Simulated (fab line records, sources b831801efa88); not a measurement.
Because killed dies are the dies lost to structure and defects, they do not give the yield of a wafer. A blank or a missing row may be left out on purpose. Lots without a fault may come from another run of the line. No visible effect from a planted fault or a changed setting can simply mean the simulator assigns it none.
Lot-split experiment || flow sfq line || 23 wafers read from 5 lots, route of 325 steps

ABOUT THE SPLIT
At SFQ_TRILAYER_M8_LITHO_COAT_193 (resist thk 600 nm), the setting resist thk nm was moved away from the recipe's 600 nm on 8 of the 23 wafers read, by -4.2% to +4.1%. All remaining wafers had this setting at the recipe value.

The reading is taken at the split's own step.

THE READING
KrF_of_TRILAYER_M8_LITHO_COAT_193.thk nm (the simulator's own value, which no gauge read), in nm, at SFQ_TRILAYER_M8_LITHO_COAT_193 (resist thk 600 nm). No usual value for it is given in the file. Here, 15 wafers ran the recipe; their average is 598.1 nm with a standard deviation of 1.9 nm.

{"wafer": "L076.1", "tool, chamber at the split": "litho track-02, 0", "resist thk nm as run, nm": 600, "against the recipe": "recipe", "KrF_of_TRILAYER_M8_LITHO_COAT_193.thk nm, nm": 595.8, "against lot-mates on the recipe": "-"}
{"wafer": "L076.2", "tool, chamber at the split": "litho track-02, 0", "resist thk nm as run, nm": 574.6, "against the recipe": "-4.2%", "KrF_of_TRILAYER_M8_LITHO_COAT_193.thk nm, nm": 571.9, "against lot-mates on the recipe": -24.1}
{"wafer": "L076.3", "tool, chamber at the split": "litho track-02, 0", "resist thk nm as run, nm": 574.6, "against the recipe": "-4.2%", "KrF_of_TRILAYER_M8_LITHO_COAT_193.thk nm, nm": 570.9, "against lot-mates on the recipe": -25.1}
{"wafer": "L076.5", "tool, chamber at the split": "litho track-02, 0", "resist thk nm as run, nm": 600, "against the recipe": "recipe", "KrF_of_TRILAYER_M8_LITHO_COAT_193.thk nm, nm": 597.4, "against lot-mates on the recipe": "-"}
{"wafer": "L076.6", "tool, chamber at the split": "litho track-02, 0", "resist thk nm as run, nm": 600, "against the recipe": "recipe", "KrF_of_TRILAYER_M8_LITHO_COAT_193.thk nm, nm": 594.8, "against lot-mates on the recipe": "-"}
{"wafer": "L077.1", "tool, chamber at the split": "litho track-02, 0", "resist thk nm as run, nm": 600, "against the recipe": "recipe", "KrF_of_TRILAYER_M8_LITHO_COAT_193.thk nm, nm": 596.4, "against lot-mates on the recipe": "-"}
{"wafer": "L077.3", "tool, chamber at the split": "litho track-02, 0", "resist thk nm as run, nm": 600, "against the recipe": "recipe", "KrF_of_TRILAYER_M8_LITHO_COAT_193.thk nm, nm": 596.6, "against lot-mates on the recipe": "-"}
{"wafer": "L077.4", "tool, chamber at the split": "litho track-02, 0", "resist thk nm as run, nm": 600, "against the recipe": "recipe", "KrF_of_TRILAYER_M8_LITHO_COAT_193.thk nm, nm": 597.4, "against lot-mates on the recipe": "-"}
{"wafer": "L077.5", "tool, chamber at the split": "litho track-02, 0", "resist thk nm as run, nm": 600, "against the recipe": "recipe", "KrF_of_TRILAYER_M8_LITHO_COAT_193.thk nm, nm": 597.3, "against lot-mates on the recipe": "-"}
{"wafer": "L077.6", "tool, chamber at the split": "litho track-02, 0", "resist thk nm as run, nm": 600, "against the recipe": "recipe", "KrF_of_TRILAYER_M8_LITHO_COAT_193.thk nm, nm": 596.9, "against lot-mates on the recipe": "-"}
{"wafer": "L079.1", "tool, chamber at the split": "litho track-02, 0", "resist thk nm as run, nm": 624.8, "against the recipe": "+4.1%", "KrF_of_TRILAYER_M8_LITHO_COAT_193.thk nm, nm": 624.9, "against lot-mates on the recipe": "+25.2"}
{"wafer": "L079.3", "tool, chamber at the split": "litho track-02, 0", "resist thk nm as run, nm": 600, "against the recipe": "recipe", "KrF_of_TRILAYER_M8_LITHO_COAT_193.thk nm, nm": 600.3, "against lot-mates on the recipe": "-"}
{"wafer": "L079.4", "tool, chamber at the split": "litho track-02, 0", "resist thk nm as run, nm": 624.8, "against the recipe": "+4.1%", "KrF_of_TRILAYER_M8_LITHO_COAT_193.thk nm, nm": 623.6, "against lot-mates on the recipe": "+24.0"}
{"wafer": "L079.5", "tool, chamber at the split": "litho track-02, 0", "resist thk nm as run, nm": 624.8, "against the recipe": "+4.1%", "KrF_of_TRILAYER_M8_LITHO_COAT_193.thk nm, nm": 623.9, "against lot-mates on the recipe": "+24.2"}
{"wafer": "L079.6", "tool, chamber at the split": "litho track-02, 0", "resist thk nm as run, nm": 600, "against the recipe": "recipe", "KrF_of_TRILAYER_M8_LITHO_COAT_193.thk nm, nm": 599, "against lot-mates on the recipe": "-"}
{"wafer": "L081.1", "tool, chamber at the split": "litho track-03, 0", "resist thk nm as run, nm": 600, "against the recipe": "recipe", "KrF_of_TRILAYER_M8_LITHO_COAT_193.thk nm, nm": 601.3, "against lot-mates on the recipe": "-"}
{"wafer": "L081.3", "tool, chamber at the split": "litho track-03, 0", "resist thk nm as run, nm": 600, "against the recipe": "recipe", "KrF_of_TRILAYER_M8_LITHO_COAT_193.thk nm, nm": 599.8, "against lot-mates on the recipe": "-"}
{"wafer": "L081.4", "tool, chamber at the split": "litho track-03, 0", "resist thk nm as run, nm": 600, "against the recipe": "recipe", "KrF_of_TRILAYER_M8_LITHO_COAT_193.thk nm, nm": 600.4, "against lot-mates on the recipe": "-"}
{"wafer": "L083.1", "tool, chamber at the split": "litho track-03, 0", "resist thk nm as run, nm": 589.2, "against the recipe": "-1.8%", "KrF_of_TRILAYER_M8_LITHO_COAT_193.thk nm, nm": 590.8, "against lot-mates on the recipe": -8.5}
{"wafer": "L083.2", "tool, chamber at the split": "litho track-03, 0", "resist thk nm as run, nm": 600, "against the recipe": "recipe", "KrF_of_TRILAYER_M8_LITHO_COAT_193.thk nm, nm": 600.4, "against lot-mates on the recipe": "-"}
{"wafer": "L083.3", "tool, chamber at the split": "litho track-03, 0", "resist thk nm as run, nm": 589.2, "against the recipe": "-1.8%", "KrF_of_TRILAYER_M8_LITHO_COAT_193.thk nm, nm": 586.2, "against lot-mates on the recipe": -13.1}
{"wafer": "L083.4", "tool, chamber at the split": "litho track-03, 0", "resist thk nm as run, nm": 600, "against the recipe": "recipe", "KrF_of_TRILAYER_M8_LITHO_COAT_193.thk nm, nm": 598.2, "against lot-mates on the recipe": "-"}
{"wafer": "L083.6", "tool, chamber at the split": "litho track-03, 0", "resist thk nm as run, nm": 589.2, "against the recipe": "-1.8%", "KrF_of_TRILAYER_M8_LITHO_COAT_193.thk nm, nm": 587.8, "against lot-mates on the recipe": -11.5}

FIT RESULTS
A straight line over all 23 wafers: KrF_of_TRILAYER_M8_LITHO_COAT_193.thk nm changes by +6.22 nm for each +1% of resist thk nm; r = +0.99; the points scatter about the line by 1.8 nm.
The same after taking each lot's own level away (the mean of its wafers on the recipe; 23 wafers): +5.9 nm for each +1%; r = +1.00; scatter 1 nm.
The reading moves by 25 nm for the largest change in resist thk nm, on that fit.
Across the lots, their own levels run from 596.00 to 600.50 nm, a range of 2.4 times the standard deviation given above.
Hence the lot-to-lot level has little effect on the slope; both slopes agree.
Check: for one of the wafers moved furthest among these (-4.2%), held out of the fit, the line's prediction against its lot-mates is -25.3 nm. Against them it came out at -24.1 nm.

THE OTHER SPLITS THESE WAFERS WENT THROUGH
Before the reading, these wafers also passed through other splits. Each is held against what the fit with the lots' levels taken away leaves over:
{"other split on the same wafers": "SFQ_TRILAYER_I7_VIA_LITHO_PEB_190 peb temp c", "wafers away from the commonest value": 4, "r with KrF_of_TRILAYER_M8_LITHO_COAT_193.thk nm (lot level and that fit taken away)": "+0.08"}

FILE'S OWN FIT
KrF_of_TRILAYER_M8_LITHO_COAT_193.thk nm changes by +5.89 nm for each +1% of resist thk nm, r = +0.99.
